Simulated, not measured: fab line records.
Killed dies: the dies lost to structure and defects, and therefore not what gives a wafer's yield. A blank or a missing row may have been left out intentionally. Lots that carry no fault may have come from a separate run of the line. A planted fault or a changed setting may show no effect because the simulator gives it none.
The tool behind it: which one? + flow sky130 + 13 lots with 39 wafers sampled at 4 steps, on a route of 708 steps

== WHAT THE GAUGES SHOWED, per wafer ==
SKY_VT_ADJUST_LVTN_OVL_MEAS_18. Usual: VT_ADJUST_LVTN_01_OVL typically reads -2.0 nm, with standard deviation 1.4.
| lot  | measured     | on         | VT_ADJUST_LVTN_01_OVL (nm) | flag |
|------|--------------|------------|----------------------------|------|
| L855 | day 8 01:34  | overlay-02 | -0.3 0.2 0.0               |      |
| L856 | day 8 02:29  | overlay-02 | -1.0 -2.5 -2.7             |      |
| L858 | day 8 12:10  | overlay-02 | -3.3 -4.2 -2.4             |      |
| L859 | day 8 18:31  | overlay-02 | -4.0 -3.5 -2.5             |      |
| L860 | day 9 07:13  | overlay-01 | -3.5 -2.7 -3.1             |      |
| L862 | day 9 19:14  | overlay-02 | 0.9 0.3 0.6                |      |
| L866 | day 10 21:19 | overlay-01 | -4.7 -5.3 -3.8             |      |
| L867 | day 11 10:14 | overlay-01 | -4.2 -1.0 -2.7             |      |
| L872 | day 12 10:46 | overlay-02 | -0.1 -1.5 -2.2             |      |
| L873 | day 12 19:13 | overlay-01 | -2.2 -1.8 0.2              |      |
| L874 | day 13 01:58 | overlay-02 | -1.9 -1.4 0.1              |      |
| L876 | day 13 12:46 | overlay-02 | -0.8 -1.8 -0.6             |      |
| L877 | day 13 21:37 | overlay-02 | -0.9 -2.1 -1.6             |      |

SKY_SONOS_TUNNEL_CD_MEAS_07: target cd 410 nm. Usual: cd-nm reads 410.7 nm (standard deviation 1.9).
| lot  | measured     | on        | cd-nm (nm)        | flag |
|------|--------------|-----------|-------------------|------|
| L855 | day 11 19:25 | cd-sem-01 | 411.2 410.5 410.8 |      |
| L856 | day 11 20:13 | cd-sem-02 | 409.5 410.9 410.6 |      |
| L858 | day 12 06:28 | cd-sem-02 | 412.4 409.9 413.1 |      |
| L859 | day 12 12:49 | cd-sem-01 | 412.4 414.5 413.5 |      |
| L860 | day 13 04:50 | cd-sem-01 | 410.8 412.5 409.4 |      |
| L862 | day 13 16:50 | cd-sem-01 | 410.9 411.3 413.1 |      |
| L866 | day 14 20:24 | cd-sem-01 | 409.6 412.6 410.7 |      |
| L867 | day 15 12:29 | cd-sem-01 | 413.8 412.9 413.5 |      |
| L872 | day 16 17:20 | cd-sem-02 | 410.4 409.2 409.3 |      |
| L873 | day 17 01:57 | cd-sem-01 | 410.3 410.1 406.7 |      |
| L874 | day 17 10:34 | cd-sem-01 | 413.3 409.3 410.5 |      |
| L876 | day 18 00:59 | cd-sem-02 | 409.3 408.1 409.9 |      |
| L877 | day 18 10:08 | cd-sem-02 | 408.4 408.6 413.0 |      |

SKY_POLY_GATE_OVL_MEAS_14. Usual: POLY_GATE_OVL typically reads 0 nm, with standard deviation 5.9.
| lot  | measured     | on         | POLY_GATE_OVL (nm) | flag |
|------|--------------|------------|--------------------|------|
| L855 | day 16 21:11 | overlay-02 | 7 5 9              |      |
| L856 | day 16 21:11 | overlay-01 | 6 6 8              |      |
| L858 | day 17 15:14 | overlay-01 | -13 -12 -15        |      |
| L859 | day 17 23:41 | overlay-01 | 9 9 6              |      |
| L860 | day 18 17:47 | overlay-02 | 4 7 1              |      |
| L862 | day 19 01:35 | overlay-01 | 4 1 7              |      |
| L866 | day 20 10:21 | overlay-02 | 6 -7 2             |      |
| L867 | day 20 21:38 | overlay-01 | -3 -3 4            |      |
| L872 | day 22 10:22 | overlay-02 | -2 -3 -6           |      |
| L873 | day 22 17:44 | overlay-01 | -3 1 -7            |      |
| L874 | day 23 02:26 | overlay-02 | -3 -8 -2           |      |
| L876 | day 23 15:52 | overlay-02 | 0 8 -3             |      |
| L877 | day 23 21:14 | overlay-02 | -6 -10 -4          |      |

== WHAT TOOL EACH LOT RAN ON (gives the tool, then ch and the chambers of the sampled wafers, and finally the start) ==
| lot  | SKY_FIELD_ISO_ETCH_17           |
|------|---------------------------------|
| L855 | rie-si-02 ch 1,2, day 2 13:25   |
| L856 | rie-si-01 ch 1,2, day 2 13:38   |
| L858 | rie-si-01 ch 1,2,3, day 2 22:16 |
| L859 | rie-si-02 ch 0,2,3, day 3 02:02 |
| L860 | rie-si-01 ch 0,1,2, day 3 07:15 |
| L862 | rie-si-01 ch 0,3, day 3 16:55   |
| L866 | rie-si-02 ch 0,1,3, day 4 19:05 |
| L867 | rie-si-01 ch 1,3, day 5 00:24   |
| L872 | rie-si-02 ch 1,2,3, day 5 20:37 |
| L873 | rie-si-02 ch 1,3, day 6 02:05   |
| L874 | rie-si-02 ch 1,2,3, day 6 10:23 |
| L876 | rie-si-02 ch 0,2, day 6 18:38   |
| L877 | rie-si-02 ch 0,2,3, day 7 01:47 |
- SKY_FIELD_ISO_ETCH_17: etches Si in HBr/Cl2/O2, target depth 342 nm, time 97.7 s.

== AS READ BY THE TOOLS THEMSELVES (means over the sampled wafers that have a number; for cases with no such wafer, the mark the record gives instead) ==
SKY_FIELD_ISO_ETCH_17. Usual: chamber-pressure-mTorr 15.000 mTorr, standard deviation 0.013; drypump-motor-current-A 5.9 A, standard deviation 0.51; mfc-cl2-sccm 39.99 sccm, standard deviation 0.13; oes-product-au 1.000 a.u., standard deviation 0.011; run-length-s 126.2 s, standard deviation 0.4; throttle-valve-pct 25.657 %, standard deviation 0.012.
| lot  | tool      | chamber-pressure-mTorr (mTorr) | drypump-motor-current-A (A) | mfc-cl2-sccm (sccm) | oes-product-au (a.u.) | run-length-s (s) | throttle-valve-pct (%) | flag |
|------|-----------|--------------------------------|-----------------------------|---------------------|-----------------------|------------------|------------------------|------|
| L855 | rie-si-02 | 15.009                         | 5.8                         | 39.95               | 0.998                 | 126.5            | 25.662                 |      |
| L856 | rie-si-01 | 14.998                         | 5.4                         | 40.00               | 1.013                 | 126.4            | 25.643                 |      |
| L858 | rie-si-01 | 15.005                         | 5.5                         | 39.99               | 1.004                 | 126.6            | 25.649                 |      |
| L859 | rie-si-02 | 15.014                         | 6.3                         | 40.15               | 0.991                 | 126.1            | 25.666                 |      |
| L860 | rie-si-01 | 14.994                         | 5.7                         | 40.20               | 1.005                 | 126.3            | 25.661                 |      |
| L862 | rie-si-01 | 14.994                         | 6.1                         | 39.99               | 0.994                 | 125.8            | 25.651                 |      |
| L866 | rie-si-02 | 14.995                         | 6.4                         | 40.10               | 1.009                 | 125.9            | 25.645                 |      |
| L867 | rie-si-01 | 14.994                         | 5.7                         | 39.98               | 1.000                 | 132.3            | 25.657                 | OFF  |
| L872 | rie-si-02 | 15.006                         | 6.1                         | 39.97               | 0.991                 | 126.0            | 25.662                 |      |
| L873 | rie-si-02 | 14.989                         | 6.5                         | 39.88               | 0.995                 | 125.9            | 25.656                 |      |
| L874 | rie-si-02 | 15.012                         | 6.1                         | 39.99               | 0.987                 | 126.3            | 25.665                 |      |
| L876 | rie-si-02 | 14.998                         | 5.9                         | 39.87               | 0.998                 | 126.3            | 25.666                 |      |
| L877 | rie-si-02 | 14.993                         | 6.3                         | 39.87               | 0.995                 | 126.0            | 25.665                 |      |

== THE ANSWER, worked out from the rows above alone ==
Rule: a lot counts as off when the mean over its wafers that have a number is more than 3 standard deviations away from the usual mean. A lot without any number at a reading at which 4 lots or more have one is off too. Any other lot the step has rows for is counted as sound. First the gauges in route order, then the tools' own readings, where a lot's mean is used as printed above. At the first step where some lot is off, the reading lying furthest off is the one used; lots without a number count as furthest.
Off at SKY_FIELD_ISO_ETCH_17 (run-length-s): L867.
If a tool, at that step or one of the process steps before it, ran each lot that is off and ran no sound lot following the first of them, it fits. One fits: rie-si-01 at SKY_FIELD_ISO_ETCH_17. A fault onset in the window from L862 (day 3 16:55, its last sound lot) to L867 (day 5 00:24, its first lot off) fits.
On the lots that are off, the tool's own readings at SKY_FIELD_ISO_ETCH_17 differ by more than 5 times the standard deviation of the sound lots' means, which bears it out; run-length-s reads 132.3 s there versus 126.2 s on the sound lots.

== WHAT THE SIMULATOR HAD INSERTED ==
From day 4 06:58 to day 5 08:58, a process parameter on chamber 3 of rie-si-01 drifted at SKY_FIELD_ISO_ETCH_17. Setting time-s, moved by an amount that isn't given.
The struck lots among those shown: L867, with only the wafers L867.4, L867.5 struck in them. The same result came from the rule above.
